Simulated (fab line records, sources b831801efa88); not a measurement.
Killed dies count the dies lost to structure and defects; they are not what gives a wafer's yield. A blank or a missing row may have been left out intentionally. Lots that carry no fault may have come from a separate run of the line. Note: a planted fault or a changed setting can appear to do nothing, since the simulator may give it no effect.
Struck lot and sound lot, side by side :: flow sky130 :: 43 steps out of a route of 708
Sound: these wafers, L339.1, L339.5, L339.6. Wafers struck: L348.3, L348.4, L348.5. The cause is given at the end.
At each step with rows: each side's tool, then ch and its chambers, then its first start. Under that, the readings that differ: sound wafers :: struck wafers :: difference of the means :: sigmas: that difference in standard deviations of wafers without a fault.
alike: readings with means less than 2 such deviations apart, plus words and numbers identical on both sides. not compared: withheld readings, readings lacking a value on some wafer, bounds such as >300 that could conceal the same value, and numbers that have no deviation in the record and whose values overlap.
Wherever a step has rows on one side only, a row that says differs or no value, or a row with sigmas, the two part there. Numbers that have no deviation but don't overlap get no sigmas and don't part them. A reading that every wafer of one side lacks parts them only if that side has two wafers or more.

first, 5 steps without rows for these wafers: SKY_LOCAL_INTERCONNECT_COAT_06 (resist thk 450 nm); SKY_LOCAL_INTERCONNECT_SOFTBAKE_07 (time 90 s); SKY_LOCAL_INTERCONNECT_EXPOSE_08 (exposes mask LI1M, target cd 170 nm); SKY_LOCAL_INTERCONNECT_PEB_09; SKY_LOCAL_INTERCONNECT_DEVELOP_10 (develop time 60 s).
SKY_LOCAL_INTERCONNECT_CD_MEAS_11 targets a cd of 170 nm.
  sound: cd-sem-02 at day 33 13:25; struck: cd-sem-01 at day 36 01:31
  alike: cd-nm
SKY_LOCAL_INTERCONNECT_OVL_MEAS_12:
  sound: overlay-02 at day 33 13:32; struck: overlay-02 at day 36 01:37
reading: LOCAL_INTERCONNECT_OVL (nm)
sound: -4 -9 -5
struck: 0 7 6
difference: +10
sigmas: +2
then, 5 steps without rows for these wafers: SKY_LOCAL_INTERCONNECT_ETCH_13 (etches BARC in N2/H2, stops on SiO2, time 45.9 s, target depth 60 nm); SKY_LOCAL_INTERCONNECT_METAL_ETCH_14 (etches TiN in Cl2/BCl3, stops on PSG, target depth 110 nm, time 31.4 s); SKY_LOCAL_INTERCONNECT_STRIP_15 (strips in O2/N2); SKY_LOCAL_INTERCONNECT_STRIP_16 (strips in post etch residue remover, time 1200 s); SKY_LOCAL_INTERCONNECT_CLEAN_17 (cleans in IPA, time 180 s).
SKY_LOCAL_INTERCONNECT_CLEAN_18: cleans in O3/DIW.
  sound on wet-bench-04 ch 1, day 33 14:11; struck on wet-bench-04 ch 2, day 36 02:14
then, 1 step without rows for these wafers: SKY_CONTACT_CVD_00 (deposits Si3N4, target thk 75 nm).
SKY_CONTACT_THK_MEAS_01:
  sound: film-metro-02 at day 33 14:20; struck: film-metro-01 at day 36 02:23
  alike: CONTACT_CVD_00_THK
then, 1 step without rows for these wafers: SKY_CONTACT_HDPCVD_02 (deposits SiO2, target thk 565 nm, time 94.2 s).
SKY_CONTACT_THK_MEAS_03:
  sound: film-metro-01 at day 33 14:28; struck: film-metro-04 at day 36 02:31
  alike: CONTACT_HDPCVD_THK
SKY_CONTACT_CMP_04: polishes SiO2.
  sound on cmp-02 ch 1,2, day 33 14:34; struck on cmp-02 ch 0,2, day 36 02:41
  alike: motor-current-A, platen-rpm, time-to-endpoint-s
SKY_CONTACT_BOW_MEAS_05:
  sound: film-metro-04 at day 33 14:49; struck: film-metro-01 at day 36 02:59
  alike: CONTACT_BOW
then, 8 steps without rows for these wafers: SKY_CONTACT_DEHYDRATE_06 (time 60 s); SKY_CONTACT_HMDS_07 (prime time 60 s); SKY_CONTACT_COAT_08 (resist thk 60 nm); SKY_CONTACT_COAT_09 (resist thk 450 nm); SKY_CONTACT_SOFTBAKE_10 (time 90 s); SKY_CONTACT_EXPOSE_11 (exposes mask CTM1, target cd 170 nm); SKY_CONTACT_PEB_12; SKY_CONTACT_DEVELOP_13 (develop time 57.49 s).
SKY_CONTACT_CD_MEAS_14 targets a cd of 170 nm.
  sound: cd-sem-02 at day 34 16:47; struck: cd-sem-01 at day 37 04:54
reading: cd-nm (nm)
sound: 167.7 167.2 168.4
struck: 173.2 172.9 173.7
difference: +5.5
sigmas: +3
SKY_CONTACT_OVL_MEAS_15:
  sound: overlay-01 at day 34 16:55; struck: overlay-01 at day 37 04:59
reading: CONTACT_OVL (nm)
sound: 5 9 5
struck: -12 -9 -9
difference: -16
sigmas: -3
SKY_CONTACT_ETCH_16: etches BARC in N2/H2, stops on SiO2, time 45.9 s, target depth 60 nm.
  sound on rie-diel-01 ch 0,3, day 34 16:56; struck on rie-diel-02 ch 2,3, day 37 05:01
  alike: drypump-motor-current-A, oes-product-au, throttle-valve-pct
  not compared: rf-hours-counter-h
then, 2 steps without rows for these wafers: SKY_CONTACT_ETCH_17 (etches SiO2 in C4F8/O2/Ar, stops on Si3N4, target depth 340 nm); SKY_CONTACT_ETCH_18 (etches Si3N4 in CHF3/O2, stops on TiN, time 39 s, target depth 75 nm).
SKY_CONTACT_STRIP_19: strips in O2/N2.
  sound on plasma-asher-04 ch 0,1, day 34 17:04; struck on plasma-asher-02 ch 0,1, day 37 05:11
reading: drypump-motor-current-A (A)
sound: 5.3 5.9 5.3
struck: 6.3 6.1 6.3
difference: +0.7
sigmas: +2

reading: strip-time-to-endpoint-s (s)
sound: 3.70 3.66 3.68
struck: 3.59 3.62 3.60
difference: -0.08
sigmas: -2
  alike: o2-flow-sccm, oes-product-au
  not compared: rf-hours-counter-h
then, 4 steps without rows for these wafers: SKY_CONTACT_STRIP_20 (strips in post etch residue remover, time 1200 s); SKY_CONTACT_CLEAN_21 (cleans in IPA, time 180 s); SKY_CONTACT_CLEAN_22 (cleans in O3/DIW); SKY_CONTACT_SPUTTER_23 (material TiN, target thk 20 nm, time 80 s).
SKY_CONTACT_CVD_24: deposits W, target thk 340 nm, time 102.12 s.
  sound on cvd-w-01 ch 0,1, day 34 17:44; struck on cvd-w-02 ch 0,1, day 37 05:50
  alike: heater-power-w
SKY_CONTACT_RS_MEAS_25: measures by four-point-probe.
  sound: film-metro-01 at day 34 17:50; struck: film-metro-01 at day 37 05:57
  alike: CONTACT_W_RS
SKY_CONTACT_THK_MEAS_26: measures by xrf.
  sound: film-metro-01 at day 34 17:58; struck: film-metro-01 at day 37 06:03
  alike: CONTACT_W_THK
SKY_CONTACT_CMP_27: polishes, stops on SiO2, t overpolish 15 s, target thk 0 nm.
  sound on cmp-02 ch 0,3, day 34 18:04; struck on cmp-01 ch 2,3, day 37 06:05
  alike: motor-current-A, overpolish-run-s, platen-rpm, time-to-endpoint-s
then, 1 step without rows for these wafers: SKY_METAL1_SPUTTER_00 (material Ti, target thk 15 nm, time 10 s).
-- the record jumps here: 13 days lie between the struck wafers' starts before and after (it left off in module METAL1 and takes up again in module PAD_OPEN, whose first step shown is number 708 of the route) --
SKY_PAD_OPEN_PROBE_99:
  sound: prober-02 at day 48 04:49; struck: prober-01 at day 49 22:41
reading: killed-at-contacts
sound: 26 28 29
struck: 90 82 85
difference: +58
sigmas: +10

reading: killed-dies
sound: 81 86 85
struck: 152 150 139
difference: +63
sigmas: +6

reading: killed-on-rim
sound: 16 18 14
struck: 31 30 23
difference: +12
sigmas: +3
  alike: killed_at_M0_to_M3, killed_at_M4_up, killed-at-front-end, killed-at-other, killed-open, killed-short

## WHERE THEY PART
Earliest at SKY_LOCAL_INTERCONNECT_OVL_MEAS_12; latest, in this record, at SKY_PAD_OPEN_PROBE_99.

WHY: whatever the simulator had introduced
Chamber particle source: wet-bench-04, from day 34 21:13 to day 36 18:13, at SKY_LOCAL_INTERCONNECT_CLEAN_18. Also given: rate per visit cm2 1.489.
